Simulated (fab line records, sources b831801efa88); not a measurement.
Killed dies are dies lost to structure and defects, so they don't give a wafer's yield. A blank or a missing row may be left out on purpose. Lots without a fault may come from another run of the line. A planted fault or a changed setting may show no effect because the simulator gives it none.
A struck lot beside a sound one | flow sky130 | 21 steps out of a route of 708
Sound: wafers L370.2, L370.4, L370.6. Struck: wafers L377.2, L377.5, L377.6. The cause comes at the end.
At each step with rows: each side's tool, then ch and its chambers, then its first start. Under that, the readings that differ: sound wafers | struck wafers | difference of the means | sigmas: that difference in standard deviations of wafers without a fault.
alike: readings whose means differ by less than 2 such deviations, and words and numbers that are the same on both sides. not compared: withheld readings, readings that some wafer has no value for, bounds like >300 that may hide the same value, and numbers for which the record gives no deviation and whose values overlap.
The two part at a step that has a row with sigmas, a row that says differs or no value, or rows on one side only. Numbers that don't overlap but have no deviation are shown without sigmas and don't part them. A reading that every wafer of one side lacks parts them only if that side has two wafers or more.

first, 5 steps without rows for these wafers: SKY_SD_P_COAT_02 (resist thk 1140 nm); SKY_SD_P_SOFTBAKE_03 (time 60 s); SKY_SD_P_EXPOSE_04 (exposes mask PSDM, target cd 380 nm); SKY_SD_P_PEB_05; SKY_SD_P_DEVELOP_06 (develop time 60 s).
SKY_SD_P_CD_MEAS_07: target cd 380 nm.
  sound on cd_sem-01, day 27 20:32; struck on cd_sem-01, day 30 12:39
  alike: cd_nm
SKY_SD_P_OVL_MEAS_08:
  sound on overlay-02, day 27 20:38; struck on overlay-01, day 30 12:46
  alike: SD_P_OVL
then, 1 step without rows for these wafers: SKY_SD_P_IMPLANT_09.
SKY_SD_P_STRIP_10: strips in O2/N2.
  sound on plasma_asher-02 ch 0,1, day 27 20:49; struck on plasma_asher-02 ch 0,1, day 30 12:56
  alike: drypump_motor_current_A, oes_product_au, strip_time_to_endpoint_s
  not compared: rf_hours_counter_h
SKY_SD_P_TW_MEAS_11:
  sound on film_metro-02, day 27 20:56; struck on film_metro-03, day 30 13:03
  reading | sound          | struck         | difference | sigmas
  SD_P_TW | 2837 2834 2842 | 2799 2807 2806 | -34        | -2
then, 2 steps without rows for these wafers: SKY_RES_XHIGH_DEHYDRATE_00 (time 60 s); SKY_RES_XHIGH_HMDS_01 (prime time 60 s).
SKY_RES_XHIGH_COAT_02: resist thk 1140 nm.
  sound on litho_track-04 ch 0, day 28 10:57; struck on litho_track-03 ch 0, day 31 02:08
  reading                                        | sound                | struck               | difference | sigmas
  spin_speed_rpm (rpm)                           | 3002.1 3000.1 3002.4 | 2578.9 2579.3 2576.5 | -423.3     | -99 or more
  model.NOVOLAK_of_RES_XHIGH_COAT_02.thk_nm (nm) | 1140 1139 1141       | 1238 1237 1235       | +97        |
then, 3 steps without rows for these wafers: SKY_RES_XHIGH_SOFTBAKE_03 (time 60 s); SKY_RES_XHIGH_EXPOSE_04 (exposes mask URPM, target cd 1270 nm); SKY_RES_XHIGH_PEB_05.
SKY_RES_XHIGH_DEVELOP_06: develop time 60 s.
  sound on litho_track-02 ch 0, day 29 00:19; struck on litho_track-04 ch 0, day 31 15:51
  reading                                        | sound          | struck         | difference | sigmas
  model.NOVOLAK_of_RES_XHIGH_COAT_02.thk_nm (nm) | 1139 1138 1140 | 1238 1237 1234 | +97        |
then, 1 step without rows for these wafers: SKY_RES_XHIGH_IMPLANT_07.
SKY_RES_XHIGH_STRIP_08: strips in O2/N2.
  sound on plasma_asher-01 ch 0, day 29 00:37; struck on plasma_asher-01 ch 0,1, day 31 16:07
  reading                      | sound             | struck            | difference | sigmas
  strip_time_to_endpoint_s (s) | 14.27 14.26 14.29 | 15.37 15.37 15.33 | +1.08      | +31
  alike: drypump_motor_current_A, oes_product_au
  not compared: rf_hours_counter_h
SKY_RES_XHIGH_TW_MEAS_09:
  sound on film_metro-02, day 29 00:44; struck on film_metro-04, day 31 16:14
  reading      | sound          | struck         | difference | sigmas
  RES_XHIGH_TW | 1651 1655 1655 | 1624 1637 1636 | -21        | -2
-- the record jumps here: 18 days lie between the struck wafers' starts before and after (it left off in module RES_XHIGH and takes up again in module PAD_OPEN, whose first step shown is number 708 of the route) --
SKY_PAD_OPEN_PROBE_99:
  sound on prober-01, day 47 11:38; struck on prober-02, day 49 07:00
  alike: killed_at_M0_to_M3, killed_at_M4_up, killed_at_contacts, killed_at_front_end, killed_at_other, killed_dies, killed_on_rim, killed_open, killed_short

WHERE THEY PART
First at SKY_SD_P_TW_MEAS_11; last, within this record, at SKY_RES_XHIGH_TW_MEAS_09. Later steps at which nothing parts them and some readings are alike: SKY_PAD_OPEN_PROBE_99.

WHY: what the simulator had put in
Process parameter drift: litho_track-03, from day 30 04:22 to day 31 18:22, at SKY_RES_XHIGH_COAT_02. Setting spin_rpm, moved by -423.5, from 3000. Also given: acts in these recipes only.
